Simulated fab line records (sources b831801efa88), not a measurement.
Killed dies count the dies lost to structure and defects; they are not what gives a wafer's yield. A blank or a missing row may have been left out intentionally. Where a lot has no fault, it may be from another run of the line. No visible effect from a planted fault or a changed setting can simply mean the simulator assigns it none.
Which of the tools did it? | flow gf180mcu | Sampling: 6 lots, 17 wafers, 3 of 602 route steps

== WHAT EACH GAUGE READ, for each wafer ==
GF_M4_CD_MEAS_14: target cd 280 nm.
lot  | measured     | on        | cd nm (nm)
L775 | day 24 05:29 | cd sem-01 | 281.1 280.3 279.8
L779 | day 24 07:59 | cd sem-02 | 279.9 280.3 280.3
L781 | day 24 17:17 | cd sem-02 | 278.8 203.7 279.3
L783 | day 25 06:05 | cd sem-02 | 206.1 278.4
L794 | day 29 01:26 | cd sem-02 | 281.6 279.8 281.2
L797 | day 30 04:04 | cd sem-02 | 281.1 282.0 281.8

== WHICH TOOL RAN EACH LOT (tool, then ch and the chambers of the sampled wafers, then the start) ==
lot  | GF_STI_CMP_25                | GF_M4_EXPOSE_11
L775 | cmp-02 ch 0,1,3, day 2 23:10 | krf scanner-01 ch 0, day 23 18:49
L779 | cmp-02 ch 2,3, day 3 04:38   | krf scanner-01 ch 0, day 23 21:38
L781 | cmp-02 ch 1,3, day 3 10:56   | krf scanner-01 ch 0, day 24 06:36
L783 | cmp-01 ch 0,1, day 3 19:44   | krf scanner-01 ch 0, day 24 19:32
L794 | cmp-02 ch 2,3, day 6 03:13   | krf scanner-01 ch 0, day 28 14:41
L797 | cmp-01 ch 0,1,3, day 6 19:21 | krf scanner-01 ch 0, day 29 19:13
- GF_STI_CMP_25: polishes, stops on Si3N4, t overpolish 33 s, target thk 524.6 nm.
- GF_M4_EXPOSE_11: exposes mask Metal4, target cd 280 nm.

== THE ANSWER, worked out from the rows above alone ==
Rule: usual is defined by the lots themselves. Put in order of their means at a reading, lots are off if they are a third of the lots or fewer, leave a main group of 4 or more, and stand apart from it by a gap of 3 or more times the standard deviation of the main group's means; of several such gaps the widest counts. The tables above print the reading to a certain number of digits; a main group whose means all agree to those digits is not used. Also off: a lot with no number at a reading for which 4 or more lots have one. All remaining lots with rows at the step are treated as sound.
Off, at GF_M4_CD_MEAS_14 on cd nm: L781, L783. Mean 280.8 nm and standard deviation 0.56 in the main group.
If a tool, at a process step before that reading, ran all the lots that are off and no sound lot after the first of them, it fits. The gauges at GF_M4_CD_MEAS_14 are tried like those tools. No candidate that was tried fits.

== WHAT WAS PUT IN BY THE SIMULATOR ==
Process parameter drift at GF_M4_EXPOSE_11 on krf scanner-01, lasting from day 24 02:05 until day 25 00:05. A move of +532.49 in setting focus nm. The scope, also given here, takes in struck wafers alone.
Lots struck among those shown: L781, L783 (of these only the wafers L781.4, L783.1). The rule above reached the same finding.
